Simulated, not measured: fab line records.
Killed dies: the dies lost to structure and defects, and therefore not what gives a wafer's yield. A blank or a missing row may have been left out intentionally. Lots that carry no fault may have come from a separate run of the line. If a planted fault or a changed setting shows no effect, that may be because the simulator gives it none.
The tool behind it: which one? ; flow gf180mcu ; 14 lots with 42 wafers sampled at 3 steps, on a route of 602 steps

== WHAT EACH GAUGE READ, for each wafer ==
GF_SALICIDE_THK_MEAS_05: measures by xrf. Usual: SALICIDE_TIN_THK typically reads 20.18 nm, with standard deviation 0.28.
lot;measured;on;SALICIDE_TIN_THK (nm);flag
L119;day 15 13:25;film_metro-04;20.14 20.21 20.12;
L120;day 16 01:42;film_metro-02;19.47 19.72 19.76;
L121;day 16 10:42;film_metro-04;20.00 19.89 19.97;
L123;day 16 23:08;film_metro-02;20.36 20.36 20.50;
L122;day 16 23:52;film_metro-03;20.77 20.53 20.64;
L126;day 17 20:38;film_metro-03;20.73 20.65 20.54;
L127;day 18 07:13;film_metro-03;19.86 19.83 19.83;
L128;day 18 20:23;film_metro-04;20.05 20.28 20.12;
L129;day 19 05:11;film_metro-02;19.70 19.87 19.71;
L130;day 19 09:08;film_metro-03;20.18 20.11 20.11;
L132;day 20 06:35;film_metro-04;20.17 20.08 20.38;
L133;day 20 13:24;film_metro-04;20.47 20.36 20.64;
L136;day 21 18:43;film_metro-03;19.95 19.62 19.80;
L141;day 23 12:53;film_metro-03;20.40 20.34 20.33;

GF_CONTACT_THK_MEAS_01. Usual: CONTACT_CVD_00_THK typically reads 298.3 nm, with standard deviation 2.9.
lot;measured;on;CONTACT_CVD_00_THK (nm);flag
L119;day 15 13:48;film_metro-01;298.2 299.2 298.0;
L120;day 16 02:05;film_metro-04;296.0 296.5 297.3;
L121;day 16 11:05;film_metro-03;302.9 302.0 303.5;
L123;day 16 23:32;film_metro-03;299.1 297.1 300.5;
L122;day 17 00:16;film_metro-04;302.8 298.4 297.3;
L126;day 17 21:02;film_metro-04;298.4 296.4 295.9;
L127;day 18 07:38;film_metro-04;299.5 296.3 296.6;
L128;day 18 20:47;film_metro-03;298.4 300.8 295.7;
L129;day 19 05:34;film_metro-04;297.5 295.3 295.8;
L130;day 19 09:32;film_metro-04;303.0 303.1 304.3;
L132;day 20 06:59;film_metro-03;296.0 294.4 297.1;
L133;day 20 13:48;film_metro-01;302.7 301.7 297.8;
L136;day 21 19:08;film_metro-01;293.6 295.1 296.4;
L141;day 23 13:17;film_metro-04;297.6 298.7 300.6;

GF_CONTACT_BOW_MEAS_05. Usual: CONTACT_BOW typically reads 63 um, with standard deviation 7.3.
lot;measured;on;CONTACT_BOW (um);flag
L119;day 15 14:17;film_metro-04;63 56 68;
L120;day 16 02:35;film_metro-03;60 61 56;
L121;day 16 11:35;film_metro-03;71 78 53;
L123;day 17 00:02;film_metro-03;68 54 78;
L122;day 17 00:46;film_metro-04;71 73 67;
L126;day 17 23:19;film_metro-01;50 56 53;
L127;day 18 08:08;film_metro-03;63 53 64;
L128;day 18 21:18;film_metro-03;50 69 72;
L129;day 19 06:07;film_metro-01;62 80 72;
L130;day 19 10:02;film_metro-01;47 56 61;
L132;day 20 07:29;film_metro-01;50 59 66;
L133;day 20 14:17;film_metro-04;67 67 64;
L136;day 21 19:37;film_metro-04;74 73 65;
L141;day 23 13:49;film_metro-01;72 61 68;

== TOOL THAT RAN EACH LOT (tool first, then ch and the chambers of the sampled wafers, then the start) ==
Before these readings, the record contains no process step.

== AS READ BY THE TOOLS THEMSELVES (means over the sampled wafers that have a number; for cases with no such wafer, the mark the record gives instead) ==
The record holds no such reading with a usual standard deviation.

== THE ANSWER, worked out from the rows above alone ==
Rule: take the mean of a lot's wafers that have a number; if it is more than 3 standard deviations from the usual mean, the lot is off. Also off: a lot with no number at a reading for which 4 or more lots have one. All remaining lots with rows at the step are treated as sound. After the gauges, taken in route order, come the tools' own readings; for these a lot's mean is taken, as printed above. The first step at which some lot is off is used, and at that step the reading that is off furthest; a lot without a number counts as furthest.
No lot is off at any reading shown: from this, nothing can be told.

== WHAT WAS PUT IN BY THE SIMULATOR ==
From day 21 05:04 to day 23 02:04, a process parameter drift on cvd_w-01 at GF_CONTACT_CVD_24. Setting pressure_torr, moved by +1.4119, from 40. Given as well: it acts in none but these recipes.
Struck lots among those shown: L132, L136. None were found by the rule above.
